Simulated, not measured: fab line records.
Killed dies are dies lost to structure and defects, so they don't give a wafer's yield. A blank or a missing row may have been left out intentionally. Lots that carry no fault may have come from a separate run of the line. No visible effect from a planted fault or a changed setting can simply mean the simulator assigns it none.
The tool behind it: which one? || flow gf180mcu || Sampling: 6 lots, 18 wafers, 2 of 602 route steps

== WHAT EACH GAUGE READ, for each wafer ==
GF_M5_CD_MEAS_07: target cd 280 nm.
{"lot": "L993", "measured": "day 26 22:13", "on": "cd sem-01", "cd nm (nm)": "282.3 282.5 282.3"}
{"lot": "L995", "measured": "day 27 16:08", "on": "cd sem-01", "cd nm (nm)": "281.8 281.7 280.3"}
{"lot": "L997", "measured": "day 28 06:46", "on": "cd sem-02", "cd nm (nm)": "281.6 281.7 280.0"}
{"lot": "L999", "measured": "day 28 16:04", "on": "cd sem-02", "cd nm (nm)": "280.5 280.4 280.5"}
{"lot": "L101", "measured": "day 29 10:23", "on": "cd sem-02", "cd nm (nm)": "280.2 280.2 280.2"}
{"lot": "L106", "measured": "day 31 03:52", "on": "cd sem-01", "cd nm (nm)": "279.2 279.7 280.8"}

== EACH LOT AND THE TOOL THAT RAN IT (in order: tool; ch and the chambers of the sampled wafers; start) ==
{"lot": "L993", "GF_V2_CMP_26": "cmp-01 ch 0,2,3, day 21 00:18"}
{"lot": "L995", "GF_V2_CMP_26": "cmp-01 ch 0,1, day 22 00:52"}
{"lot": "L997", "GF_V2_CMP_26": "cmp-01 ch 0,2,3, day 22 17:55"}
{"lot": "L999", "GF_V2_CMP_26": "cmp-02 ch 0,3, day 23 02:58"}
{"lot": "L101", "GF_V2_CMP_26": "cmp-02 ch 0,1,2, day 24 02:19"}
{"lot": "L106", "GF_V2_CMP_26": "cmp-01 ch 0,3, day 26 00:12"}
- GF_V2_CMP_26: polishes, stops on SiO2, t overpolish 15 s, target thk 0 nm.

== THE ANSWER, worked out from the rows above alone ==
Rule: usual is defined by the lots themselves. Put in order of their means at a reading, lots are off if they are a third of the lots or fewer, leave a main group of 4 or more, and stand apart from it by a gap of 3 or more times the standard deviation of the main group's means; of several such gaps the widest counts. The tables above print the reading to a certain number of digits; a main group whose means all agree to those digits is not used. A lot without any number at a reading at which 4 lots or more have one is off too. Where the step has rows for the other lots, those lots are counted as sound.
No lot is off on any of the readings shown, so nothing can be concluded from this.

== WHAT HAD BEEN PUT IN BY THE SIMULATOR ==
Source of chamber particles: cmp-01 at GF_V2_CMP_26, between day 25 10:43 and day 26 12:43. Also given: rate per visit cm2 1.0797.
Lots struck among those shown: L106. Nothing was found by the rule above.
